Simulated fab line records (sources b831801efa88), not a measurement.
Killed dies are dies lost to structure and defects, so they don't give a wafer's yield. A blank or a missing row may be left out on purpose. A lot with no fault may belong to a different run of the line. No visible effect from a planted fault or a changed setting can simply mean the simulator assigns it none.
What tool caused it?    flow sky130    10 lots with 30 wafers sampled at 5 steps, on a route of 708 steps

== WHAT THE GAUGES SHOWED, per wafer ==
SKY_METAL1_THK_MEAS_06: measures by xrf. Usual: for METAL1_ALCU_THK the level is 249 nm and the standard deviation is 3.6.
lot   measured      on             METAL1_ALCU_THK (nm)  flag
L644  day 31 21:44  film metro-02  248 247 246           
L648  day 33 09:12  film metro-03  249 249 246           
L649  day 33 15:43  film metro-01  250 252 250           
L655  day 35 22:22  film metro-02  252 249 251           
L656  day 35 22:40  film metro-01  249 246 256           
L660  day 37 05:00  film metro-03  247 247 249           
L659  day 37 08:16  film metro-03  248 253 254           
L663  day 38 05:28  film metro-02  246 247 248           
L664  day 38 09:58  film metro-03  248 251 250           
L666  day 38 21:31  film metro-02  241 245 243           

SKY_VIA2_RS_MEAS_22: uses a four-point probe to measure. Usual: for VIA2_W_RS the level is 0.270 ohm/sq and the standard deviation is 0.0037.
lot   measured      on             VIA2_W_RS (ohm/sq)                   flag
L644  day 36 12:59  film metro-03  0.263 0.264 0.264                    
L648  day 38 00:43  film metro-01  0.274 0.273 0.273                    
L649  day 38 06:28  film metro-03  0.276 0.273 0.274                    
L655  day 40 07:46  film metro-01  0.589 0.278 0.279 0.589 0.278 0.279  OFF
L656  day 40 08:23  film metro-03  0.599 0.272 0.600 0.599 0.272 0.601  OFF
L660  day 41 15:05  film metro-04  0.269 0.270 0.270                    
L659  day 41 17:54  film metro-04  0.270 0.272 0.267                    
L663  day 42 12:50  film metro-04  0.272 0.269 0.273                    
L664  day 42 17:52  film metro-04  0.268 0.269 0.274                    
L666  day 43 05:34  film metro-04  0.273 0.272 0.273                    

SKY_VIA2_THK_MEAS_23: measures by xrf. Usual: for VIA2_W_THK the level is 430 nm and the standard deviation is 6.7.
lot   measured      on             VIA2_W_THK (nm)          flag
L644  day 36 13:05  film metro-03  434 434 433              
L648  day 38 00:50  film metro-01  421 426 423              
L649  day 38 06:34  film metro-03  425 426 421              
L655  day 40 10:37  film metro-01  196 414 411 197 416 416  OFF
L656  day 40 12:10  film metro-03  193 424 194 194 422 193  OFF
L660  day 41 15:12  film metro-04  436 435 430              
L659  day 41 18:01  film metro-04  438 433 441              
L663  day 42 12:57  film metro-04  430 431 426              
L664  day 42 17:58  film metro-04  435 432 431              
L666  day 43 05:40  film metro-04  428 431 429              

== TOOL THAT RAN EACH LOT (tool first, then ch and the chambers of the sampled wafers, then the start) ==
lot   SKY_VIA2_SPUTTER_20           SKY_VIA2_CVD_21
L644  pvd sputter-02, day 36 12:46  cvd w-01 ch 0, day 36 12:50
L648  pvd sputter-02, day 38 00:32  cvd w-02 ch 0,1, day 38 00:35
L649  pvd sputter-02, day 38 06:14  cvd w-02 ch 0,1, day 38 06:20
L655  pvd sputter-01, day 40 07:34  cvd w-02 ch 0,1, day 40 07:38
L656  pvd sputter-03, day 40 08:11  cvd w-02 ch 0,1, day 40 08:15
L660  pvd sputter-02, day 41 14:53  cvd w-01 ch 0,1, day 41 14:57
L659  pvd sputter-03, day 41 17:43  cvd w-01 ch 0,1, day 41 17:46
L663  pvd sputter-02, day 42 12:38  cvd w-01 ch 0,1, day 42 12:42
L664  pvd sputter-01, day 42 17:38  cvd w-02 ch 0,1, day 42 17:44
L666  pvd sputter-02, day 43 05:19  cvd w-02 ch 0,1, day 43 05:25
- SKY_VIA2_SPUTTER_20: material TiN, target thk 20 nm, time 80 s.
- SKY_VIA2_CVD_21: deposits W, target thk 420 nm, time 126.4 s.

== AS READ BY THE TOOLS THEMSELVES (means over the sampled wafers that have a number; for cases with no such wafer, the mark the record gives instead) ==
SKY_VIA2_SPUTTER_20. Usual: cathode dc power W 4000.0 W, standard deviation 0.8; throttle valve pct 30.0 %, standard deviation 0.88.
lot   tool            cathode dc power W (W)  throttle valve pct (%)  flag
L644  pvd sputter-02  4000.3                  29.2                    
L648  pvd sputter-02  3999.6                  29.1                    
L649  pvd sputter-02  4000.5                  29.6                    
L655  pvd sputter-01  3999.6                  30.3                    
L656  pvd sputter-03  3999.5                  29.9                    
L660  pvd sputter-02  4000.3                  29.6                    
L659  pvd sputter-03  3999.9                  29.4                    
L663  pvd sputter-02  4000.0                  30.8                    
L664  pvd sputter-01  3999.5                  30.2                    
L666  pvd sputter-02  4000.1                  29.9                    

SKY_VIA2_CVD_21. Usual: 836 W for heater power w, sd 25.
lot   tool      heater power w (W)  flag
L644  cvd w-01  834                 
L648  cvd w-02  857                 
L649  cvd w-02  858                 
L655  cvd w-02  817                 
L656  cvd w-02  799                 
L660  cvd w-01  841                 
L659  cvd w-01  849                 
L663  cvd w-01  835                 
L664  cvd w-02  818                 
L666  cvd w-02  810                 

== THE ANSWER, worked out from the rows above alone ==
Rule: a lot counts as off when the mean over its wafers that have a number is more than 3 standard deviations away from the usual mean. A lot without any number at a reading at which 4 lots or more have one is off too. All remaining lots with rows at the step are treated as sound. The gauges are gone through in route order, then the tools' own readings, and for those a lot's mean is taken as printed above. The first step at which some lot is off is used, and at that step the reading that is off furthest; a lot without a number counts as furthest.
Off: L655, L656, seen at SKY_VIA2_RS_MEAS_22 (VIA2_W_RS).
If a tool, at a process step before that reading, ran all the lots that are off and no sound lot after the first of them, it fits. The gauges at SKY_VIA2_RS_MEAS_22 are tried like those tools. Not one of the candidates tried fits.

== WHAT THE SIMULATOR HAD INSERTED ==
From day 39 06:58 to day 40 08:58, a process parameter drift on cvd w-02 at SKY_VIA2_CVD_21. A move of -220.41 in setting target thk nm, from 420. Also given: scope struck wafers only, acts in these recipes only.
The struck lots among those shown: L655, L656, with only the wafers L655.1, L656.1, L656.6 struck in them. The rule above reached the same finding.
